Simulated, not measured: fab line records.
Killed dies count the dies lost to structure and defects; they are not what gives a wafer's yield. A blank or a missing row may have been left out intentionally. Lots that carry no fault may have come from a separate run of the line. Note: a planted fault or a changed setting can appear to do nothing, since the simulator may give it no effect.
Split-lot study :: flow sfqLine :: 23 wafers read from 5 lots, route of 325 steps

ON THE SPLIT
At SFQ_TRILAYER_JJ_CE_LITHO_PEB_117 (peb time 60 s), the setting pebTimeS was moved away from the recipe's 60 s on 6 of the 23 wafers read, by -13.7% to +12.1%. For the rest of the wafers, this setting stayed at what the recipe calls for.

BETWEEN THE SPLIT AND THE READING: the file shows 1 step in between
- SFQ_TRILAYER_JJ_CE_LITHO_DEVELOP_116: time 60 s

THE READING
cdNm, in nm, at SFQ_TRILAYER_JJ_CE_METRO_MEASURE_117. Typical for fault-free wafers on this fab line: 699.6 nm, with standard deviation 1.4 nm.

wafer: L077.1
tool, chamber at the split: lithoTrack-03, 0
pebTimeS as run, s: 63.03
against the recipe: +5.0%
cdNm, nm: 686.1
against lot-mates on the recipe: -11.2

wafer: L077.2
tool, chamber at the split: lithoTrack-03, 0
pebTimeS as run, s: 60
against the recipe: recipe
cdNm, nm: 698.0
against lot-mates on the recipe: -

wafer: L077.3
tool, chamber at the split: lithoTrack-03, 0
pebTimeS as run, s: 60
against the recipe: recipe
cdNm, nm: 694.0
against lot-mates on the recipe: -

wafer: L077.4
tool, chamber at the split: lithoTrack-03, 0
pebTimeS as run, s: 63.03
against the recipe: +5.0%
cdNm, nm: 694.0
against lot-mates on the recipe: -3.3

wafer: L077.6
tool, chamber at the split: lithoTrack-03, 0
pebTimeS as run, s: 60
against the recipe: recipe
cdNm, nm: 700.0
against lot-mates on the recipe: -

wafer: L078.1
tool, chamber at the split: lithoTrack-03, 0
pebTimeS as run, s: 60
against the recipe: recipe
cdNm, nm: 704.2
against lot-mates on the recipe: -

wafer: L078.2
tool, chamber at the split: lithoTrack-03, 0
pebTimeS as run, s: 60
against the recipe: recipe
cdNm, nm: 697.3
against lot-mates on the recipe: -

wafer: L078.3
tool, chamber at the split: lithoTrack-03, 0
pebTimeS as run, s: 60
against the recipe: recipe
cdNm, nm: 703.3
against lot-mates on the recipe: -

wafer: L078.5
tool, chamber at the split: lithoTrack-03, 0
pebTimeS as run, s: 67.26
against the recipe: +12.1%
cdNm, nm: 681.8
against lot-mates on the recipe: -19.8

wafer: L078.6
tool, chamber at the split: lithoTrack-03, 0
pebTimeS as run, s: 67.26
against the recipe: +12.1%
cdNm, nm: 682.4
against lot-mates on the recipe: -19.2

wafer: L079.1
tool, chamber at the split: lithoTrack-01, 0
pebTimeS as run, s: 60
against the recipe: recipe
cdNm, nm: 699.9
against lot-mates on the recipe: -

wafer: L079.2
tool, chamber at the split: lithoTrack-01, 0
pebTimeS as run, s: 60
against the recipe: recipe
cdNm, nm: 701.7
against lot-mates on the recipe: -

wafer: L079.3
tool, chamber at the split: lithoTrack-01, 0
pebTimeS as run, s: 60
against the recipe: recipe
cdNm, nm: 709.1
against lot-mates on the recipe: -

wafer: L079.4
tool, chamber at the split: lithoTrack-01, 0
pebTimeS as run, s: 60
against the recipe: recipe
cdNm, nm: 708.3
against lot-mates on the recipe: -

wafer: L079.6
tool, chamber at the split: lithoTrack-01, 0
pebTimeS as run, s: 60
against the recipe: recipe
cdNm, nm: 701.3
against lot-mates on the recipe: -

wafer: L082.1
tool, chamber at the split: lithoTrack-02, 0
pebTimeS as run, s: 51.77
against the recipe: -13.7%
cdNm, nm: 726.8
against lot-mates on the recipe: +23.5

wafer: L082.3
tool, chamber at the split: lithoTrack-02, 0
pebTimeS as run, s: 51.77
against the recipe: -13.7%
cdNm, nm: 722.8
against lot-mates on the recipe: +19.5

wafer: L082.4
tool, chamber at the split: lithoTrack-02, 0
pebTimeS as run, s: 60
against the recipe: recipe
cdNm, nm: 705.4
against lot-mates on the recipe: -

wafer: L082.5
tool, chamber at the split: lithoTrack-02, 0
pebTimeS as run, s: 60
against the recipe: recipe
cdNm, nm: 705.0
against lot-mates on the recipe: -

wafer: L082.6
tool, chamber at the split: lithoTrack-02, 0
pebTimeS as run, s: 60
against the recipe: recipe
cdNm, nm: 699.5
against lot-mates on the recipe: -

wafer: L084.1
tool, chamber at the split: lithoTrack-02, 0
pebTimeS as run, s: 60
against the recipe: recipe
cdNm, nm: 700.5
against lot-mates on the recipe: -

wafer: L084.4
tool, chamber at the split: lithoTrack-02, 0
pebTimeS as run, s: 60
against the recipe: recipe
cdNm, nm: 698.1
against lot-mates on the recipe: -

wafer: L084.5
tool, chamber at the split: lithoTrack-02, 0
pebTimeS as run, s: 60
against the recipe: recipe
cdNm, nm: 700.2
against lot-mates on the recipe: -

THE FIT
A straight line over all 23 wafers: cdNm changes by -1.7 nm for each +1% of pebTimeS; r = -0.93; the points scatter about the line by 3.8 nm.
The same after taking each lot's own level away (the mean of its wafers on the recipe; 23 wafers): -1.58 nm for each +1%; r = -0.95; scatter 3 nm.
According to that fit, moving pebTimeS by its largest amount changes the reading by 22 nm.
Across the lots, their own levels run from 697.33 to 704.06 nm, a range of 4.8 times the standard deviation given above.
So the lot-to-lot level changes the slope little: the two slopes agree.
Check: for one of the wafers moved furthest among these (-13.7%), held out of the fit, the line's prediction against its lot-mates is +20.8 nm. It came out at +23.5 nm against them.

ADDITIONAL SPLITS CARRIED BY THESE WAFERS
Note: prior to the reading, these wafers also went through further splits. Each is held against what the fit with the lots' levels taken away leaves over:
other split on the same wafers: SFQ_TRILAYER_M4_BARC_OPEN_METAL_ETCH_123 timeS
wafers away from the commonest value: 11
r with cdNm (lot level and that fit taken away): +0.09

other split on the same wafers: SFQ_TRILAYER_I4_VIA_LITHO_COAT_108 spinRpm
wafers away from the commonest value: 11
r with cdNm (lot level and that fit taken away): +0.04

other split on the same wafers: SFQ_TRILAYER_JJ_TRILAYER_DEP_SPUTTER_110 timeS
wafers away from the commonest value: 6
r with cdNm (lot level and that fit taken away): +0.02

other split on the same wafers: SFQ_TRILAYER_JJ_CE_LITHO_EXPOSE_115 doseMj
wafers away from the commonest value: 9
r with cdNm (lot level and that fit taken away): -0.70

THE WHOLE CHAIN: every reading that the file lists as answering this split, in the file's order
step: SFQ_TRILAYER_JJ_CE_METRO_MEASURE_117
what it does: 
reading: cdNm
change (the file's fit): -1.58 nm for each +1% of the setting
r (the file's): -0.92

step: SFQ_TRILAYER_JJ_CE_BARC_OPEN_RIE_150
what it does: chemistry O2, target BARC, target depth 240 nm, time 80 s
reading: JJ.cdNm (the simulator's own value, which no gauge read)
change (the file's fit): -1.64 nm for each +1% of the setting
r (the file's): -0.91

step: SFQ_TRILAYER_JJ_CE_ETCH_RIE_118
what it does: chemistry SF6, target Nb, stops on Al2O3, time 97.7 s, target depth 170 nm
reading: JJ.cdNm (the simulator's own value, which no gauge read)
change (the file's fit): -1.66 nm for each +1% of the setting
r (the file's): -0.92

THE FILE'S OWN FIT
cdNm changes by -1.58 nm for each +1% of pebTimeS, r = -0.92.
